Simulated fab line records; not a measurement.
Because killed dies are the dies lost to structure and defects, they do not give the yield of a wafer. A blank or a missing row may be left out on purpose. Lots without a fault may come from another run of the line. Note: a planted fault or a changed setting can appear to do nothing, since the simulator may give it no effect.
fab line records    flow sky130    part 2 of 2: steps 31 to 43 of 43
record: lots: 5  wafers: 15  lastDay: 50
route steps=708 shown CAPM@546 METAL3@555 VIA3@573
lots that met no fault: taken from a fault-free run of the same line
startH: start of the lot's first displayed wafer, in hours after the record's first day    waitH: hours from the lot's prior step to this one    " repeats the value in the row above    L1.1+2: one row covering several wafers at once    - no value, or no start was given    * or withheld: withheld    < > ~ a bound
route shown NAME@n: NAME is a module with steps in the file, n the number in the route of the first one    usual: the fault-free wafers' mean and standard deviation    same: alike in all rows    chamber/n: place in a boat    sites: readings site by site    _std_site: standard deviation across them    _edge_site: outer sites' mean less inner sites'    radiusMm: how far each site lies from the wafer's centre    mask NAME#n: copy n    behind: the tool/chamber that last shaped the wafer    hold: reason for holding the lot/hours on hold/outcome of the hold    device: which transistor (n, p or np) failed to switch    end of line: the tests these same wafers got at the end of their route    a step without rows: its recipe alone    killed: the dies lost at the first sort to structure and to defects; this is not the yield of the wafer    map: a wafer's dies, x killed, . not, _ none there
set.NAME: the setting the step ran with; set.NAME@STEP: the setting that earlier step ran with    model.NAME: the simulator's own value behind a step, which no gauge read
certain route steps with their lots: each step a table, each wafer a row
services: when a tool's chamber went out of use (startH, in hours from the record's first day, below 0 if earlier), for how many hours, and the reason
== steps ==
step: SKY_VIA3_BOW_MEAS_03
recipe: mode: bow
usual: VIA3_BOW: 80/7.9
lot.wafer  tool          chamber  startH   waitH  VIA3_BOW[um]
L078.2     filmMetro-03  -        940.57   0.2    68
L078.3     "             -        "        "      68
L078.6     "             -        "        "      67
L080.2     filmMetro-01  -        942.21   0.2    79
L080.3     "             -        "        "      79
L080.6     "             -        "        "      73
L088.1     filmMetro-01  -        1010.40  0.1    93
L088.2     "             -        "        "      91
L088.5     "             -        "        "      101
L089.1     filmMetro-03  -        1021.82  0.2    76
L089.4     "             -        "        "      68
L089.6     "             -        "        "      83
L094.1     filmMetro-01  -        1042.87  0.1    64
L094.2     "             -        "        "      74
L094.5     "             -        "        "      70
step: SKY_VIA3_DEHYDRATE_04
recipe: tempC: 200  timeS: 60
lot.wafer   tool           chamber  startH   waitH
L078.2+3+6  lithoTrack-02  0        953.27   12.7
L080.2+3+6  lithoTrack-04  0        954.53   12.3
L088.1+2+5  lithoTrack-04  0        1020.20  9.8
L089.1+4+6  lithoTrack-03  0        1033.22  11.4
L094.1+2+5  lithoTrack-02  0        1053.94  11.1
step: SKY_VIA3_HMDS_05
recipe: primeTimeS: 60  primeTempC: 120
lot.wafer   tool           chamber  startH   waitH
L078.2+3+6  lithoTrack-02  0        953.42   0.1
L080.2+3+6  lithoTrack-04  0        954.68   0.1
L088.1+2+5  lithoTrack-04  0        1020.35  0.1
L089.1+4+6  lithoTrack-03  0        1033.37  0.1
L094.1+2+5  lithoTrack-02  0        1054.09  0.1
step: SKY_VIA3_COAT_06
recipe: resist: BARC  tempC: withheld  timeS: withheld  spinRpm: 3000  resistThkNm: 60
lot.wafer   tool           chamber  startH   waitH
L078.2+3+6  lithoTrack-02  0        953.57   0.1
L080.2+3+6  lithoTrack-04  0        954.83   0.1
L088.1+2+5  lithoTrack-04  0        1020.50  0.1
L089.1+4+6  lithoTrack-03  0        1033.52  0.1
L094.1+2+5  lithoTrack-02  0        1054.24  0.1
step: SKY_VIA3_COAT_07
recipe: resist: KrF-thick  spinRpm: 3000  resistThkNm: 450
lot.wafer   tool           chamber  startH  waitH
L078.2+3+6  lithoTrack-02  0        -       -
L080.2+3+6  lithoTrack-04  0        -       -
L088.1+2+5  lithoTrack-04  0        -       -
L089.1+4+6  lithoTrack-03  0        -       -
L094.1+2+5  lithoTrack-02  0        -       -
step: SKY_VIA3_SOFTBAKE_08
recipe: tempC: 100  timeS: 90  resist: KrF-thick
lot.wafer   tool           chamber  startH  waitH
L078.2+3+6  lithoTrack-02  0        -       -
L080.2+3+6  lithoTrack-04  0        -       -
L088.1+2+5  lithoTrack-04  0        -       -
L089.1+4+6  lithoTrack-03  0        -       -
L094.1+2+5  lithoTrack-02  0        -       -
step: SKY_VIA3_EXPOSE_09
recipe: maskId: VIM3  na: 0.8  sourceShape: annular  sigmaInner: 0.55  sigmaOuter: 0.85  targetCdNm: 200  doseMj: 38
lot.wafer   tool           chamber  startH  waitH  mask
L078.2+3+6  krfScanner-01  0        -       -      VIM3#0
L080.2+3+6  krfScanner-02  0        -       -      VIM3#0
L088.1+2+5  krfScanner-01  0        -       -      VIM3#0
L089.1+4+6  krfScanner-02  0        -       -      VIM3#0
L094.1+2+5  krfScanner-01  0        -       -      VIM3#0
step: SKY_VIA3_PEB_10
recipe: pebTempC: withheld  pebTimeS: withheld  resist: KrF-thick
lot.wafer   tool           chamber  startH  waitH
L078.2+3+6  lithoTrack-03  0        -       -
L080.2+3+6  lithoTrack-02  0        -       -
L088.1+2+5  lithoTrack-02  0        -       -
L089.1+4+6  lithoTrack-02  0        -       -
L094.1+2+5  lithoTrack-04  0        -       -
step: SKY_VIA3_DEVELOP_11
recipe: developTimeS: 60  resist: KrF-thick  devTempC: 21
lot.wafer   tool           chamber  startH  waitH
L078.2+3+6  lithoTrack-03  0        -       -
L080.2+3+6  lithoTrack-02  0        -       -
L088.1+2+5  lithoTrack-02  0        -       -
L089.1+4+6  lithoTrack-02  0        -       -
L094.1+2+5  lithoTrack-04  0        -       -
step: SKY_VIA3_CD_MEAS_12
recipe: targetCdNm: 200
usual: cdNm: 200.2/1.2
lot.wafer  tool      chamber  startH   waitH  cdNm
L078.2     cdSem-01  -        965.54   -      200.3
L078.3     "         -        "        "      200.4
L078.6     "         -        "        "      199.4
L080.2     cdSem-02  -        967.11   -      198.8
L080.3     "         -        "        "      198.0
L080.6     "         -        "        "      198.7
L088.1     cdSem-01  -        1032.79  -      199.4
L088.2     "         -        "        "      200.3
L088.5     "         -        "        "      200.6
L089.1     cdSem-02  -        1044.49  -      201.2
L089.4     "         -        "        "      200.3
L089.6     "         -        "        "      200.6
L094.1     cdSem-01  -        1064.65  -      200.9
L094.2     "         -        "        "      201.3
L094.5     "         -        "        "      200.9
step: SKY_VIA3_OVL_MEAS_13
usual: VIA3_OVL: 4/6
lot.wafer  tool        chamber  startH   waitH  VIA3_OVL[nm]
L078.2     overlay-01  -        965.64   0.1    12
L078.3     "           -        "        "      0
L078.6     "           -        "        "      9
L080.2     overlay-02  -        967.22   0.1    16
L080.3     "           -        "        "      5
L080.6     "           -        "        "      9
L088.1     overlay-01  -        1032.91  0.1    17
L088.2     "           -        "        "      8
L088.5     "           -        "        "      7
L089.1     overlay-01  -        1044.61  0.1    3
L089.4     "           -        "        "      8
L089.6     "           -        "        "      5
L094.1     overlay-02  -        1064.77  0.1    12
L094.2     "           -        "        "      14
L094.5     "           -        "        "      5
step: SKY_VIA3_ETCH_14
recipe: chemistry: N2/H2  target: BARC  ionEnergyEv: 200  sourceW: 500  biasW: 100  pressureMtorr: 30  n2FlowSccm: 100  h2FlowSccm: 200  stopOn: SiO2  timeS: 45.9  targetDepthA: 600
usual: drypumpMotorCurrentA: 5.5/0.43  oesProductAu: 0.855/0.0045  throttleValvePct: 13.225/0.0087
lot.wafer  tool        chamber  startH   waitH  drypumpMotorCurrentA  oesProductAu  rfHoursCounterH  throttleValvePct
L078.2     rieDiel-02  2        965.67   0.0    5.2                   0.860         21               13.220
L078.3     "           0        "        "      5.0                   0.861         10               13.232
L078.6     "           2        "        "      5.2                   0.850         -                13.232
L080.2     rieDiel-04  1        967.25   0.0    6.2                   0.854         25               13.222
L080.3     "           2        "        "      6.1                   0.853         12               13.219
L080.6     "           3        "        "      5.9                   0.850         -                13.215
L088.1     rieDiel-01  2        1032.95  0.0    5.4                   0.854         21               13.240
L088.2     "           3        "        "      5.7                   0.858         12               13.232
L088.5     "           1        "        "      4.9                   0.860         -                13.242
L089.1     rieDiel-01  2        1044.65  0.0    5.4                   0.862         21               13.226
L089.4     "           1        "        "      4.9                   0.859         6                13.222
L089.6     "           3        "        "      5.7                   0.857         -                13.222
L094.1     rieDiel-02  2        1064.81  0.0    5.2                   0.854         25               13.225
L094.2     "           3        "        "      6.0                   0.851         0                13.222
L094.5     "           0        "        "      5.0                   0.863         -                13.227
step: SKY_VIA3_ETCH_15
recipe: target: SiO2  chemistry: C4F8/O2/Ar  targetDepthNm: 507  stopOn: TiN  maskMaterial: KrF-thick  sourceW: 1500  biasW: 1200  pressureMtorr: 40  c4f8FlowSccm: withheld  O2_flow_sccm: 6  Ar_flow_sccm: 300  timeS: 78
usual: oesProductAu: 0.946/0.005
lot.wafer  tool        chamber  startH   waitH  oesProductAu  rfHoursCounterH
L078.2     rieDiel-02  2        965.72   0.0    0.943         22
L078.3     "           0        "        "      0.936         10
L078.6     "           2        "        "      0.952         -
L080.2     rieDiel-04  1        967.29   0.0    0.938         25
L080.3     "           2        "        "      0.948         12
L080.6     "           3        "        "      0.948         -
L088.1     rieDiel-01  2        1032.99  0.0    0.948         21
L088.2     "           3        "        "      0.940         12
L088.5     "           1        "        "      0.943         -
L089.1     rieDiel-01  2        1044.69  0.0    0.939         21
L089.4     "           1        "        "      0.944         6
L089.6     "           3        "        "      0.944         -
L094.1     rieDiel-02  2        1064.85  0.0    0.939         25
L094.2     "           3        "        "      0.941         0
L094.5     "           0        "        "      0.940         -
== services ==
tool            chamber  startH   hours  kind
krfScanner-02   -        885.94   1.0    pm
rieMetal-04     -        888.93   14.6   pm
plasmaAsher-04  -        890.45   4.6    repair
rieMetal-03     -        892.46   1.4    pm
krfScanner-01   -        913.07   1.0    pm
krfScanner-02   -        926.64   0.7    repair
rieDiel-03      1        932.65   6.0    repair
rieDiel-03      2        933.98   1.2    repair
krfScanner-02   -        940.80   1.3    pm
rieDiel-02      3        957.85   8.0    repair
rieMetal-01     0        962.68   7.9    repair
rieMetal-04     1        969.42   29.6   repair
krfScanner-01   -        970.83   4.4    pm
wetBench-02     -        986.39   13.1   repair
krfScanner-01   -        990.97   1.3    pm
wetBench-01     -        997.29   1.1    repair
krfScanner-02   -        1001.43  0.8    pm
rieMetal-01     -        1003.06  2.8    pm
rieMetal-01     0        1017.56  19.1   repair
rieDiel-01      -        1021.75  2.8    pm
wetBench-02     -        1039.69  1.9    pm
rieDiel-01      2        1049.82  7.2    repair
krfScanner-02   -        1050.91  1.0    pm
wetBench-01     -        1058.56  2.2    repair
